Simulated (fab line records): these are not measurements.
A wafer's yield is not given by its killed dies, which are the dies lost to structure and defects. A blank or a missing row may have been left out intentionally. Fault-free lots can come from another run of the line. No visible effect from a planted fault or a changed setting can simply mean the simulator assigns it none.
Problem report in the 8D (eight disciplines) form, filled by code ; flow sfq_line ; the parts of the form that need people (team, actions taken, sign-off) are left out

== 1. PROBLEM STATEMENT ==
rf_fwd_power_W at SFQ_TRILAYER_A5B_DEP_PECVD_129 reads a mean of 153.4 W on 3 wafers of 3 lots; wafers without a fault read 182.4 W with a standard deviation of 0.62. That is -47 standard deviations from the usual mean.
The step: deposits SiO2 from SiH4/N2O, time 133.33 s, target thk 600 nm.
Earliest sighting: wafer L278.2 on pecvd-04 at day 63 01:53. At this step, 45 wafers from 15 lots have a number in the record. By rule, "out" or "out of limits" means more than 4 standard deviations away from the usual mean. The other wafers with a number count as sound.

== 2. WHAT IT IS, AND WHAT IT ISN'T ==
question;is;is not
which readings at this step;rf_fwd_power_W;heater_power_outer_w, heater_power_w, throttle_valve_pct
which lots;L278, L280, L283;L269, L270, L271, L273, L274, L275, L277, L282, L287, L288, L290, L292
which wafers of those lots;L278.2, L280.4, L283.2;L278.5, L278.6, L280.2, L280.3, L283.1, L283.5
read on which tools;pecvd-04;pecvd-02, pecvd-03
when;from day 63 01:53;"up to then (23 sound wafers); but 19 sound wafers of L280, L282, L283, L287, L288, L290, L292 came after"

== 3. SUSPECTS, AND WHAT RULES EACH OUT ==
Counting: any tool at a process step up to the reading remains a suspect provided it ran every lot that is out. Sound lots after the first of them don't rule it out here, since some wafers of a struck lot are sound.
- pecvd-04 at SFQ_TRILAYER_A5B_DEP_PECVD_129 (deposits SiO2 from SiH4/N2O, time 133.33 s, target thk 600 nm): kept. Ran every lot that is out, first one L278 (day 63 01:53); last sound lot up to then L277 (day 62 20:14). Its own rf_fwd_power_W readings are out on those wafers.
- pecvd-04, SFQ_TRILAYER_A5B_DEP_PECVD_129: wafers that are out in chamber 2, sound lot-mates in chambers 0, 1.
Remaining after the count: pecvd-04 at SFQ_TRILAYER_A5B_DEP_PECVD_129.

== 4. THE CAUSE (what the simulator had put in) ==
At SFQ_TRILAYER_A5B_DEP_PECVD_129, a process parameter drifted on pecvd-04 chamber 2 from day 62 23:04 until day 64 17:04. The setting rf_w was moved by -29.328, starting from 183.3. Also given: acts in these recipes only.
Counting left only this tool.

== 5. THE EFFECT CHAIN, in route order ==
Rows list readings where the struck wafers' mean (over those with a number) sits beyond 3 standard deviations from the usual. Scope: only readings with a usual standard deviation given in the record; hours: median across lots of the time from each lot's start at the first step in this table that gives one to its start at this step; sigmas: change in usual standard deviations.
hours;step;reading;usual;on struck wafers;change;sigmas
0;SFQ_TRILAYER_A5B_DEP_PECVD_129;rf_fwd_power_W;182.4 W;153.4;-29.0;-47
It contains these process steps:
- SFQ_TRILAYER_A5B_DEP_PECVD_129: deposits SiO2 from SiH4/N2O, time 133.33 s, target thk 600 nm.
Later measuring or inspecting steps at which every struck wafer that the step has a row for has a number for every such reading, and none has moved that far: SFQ_R5_OVL_MEAS_935.

== 6. HOW IT WOULD HAVE BEEN CAUGHT EARLIER ==
In this record no reading fell out of limits until day 63 01:53, 3 hours after the fault had begun at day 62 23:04.
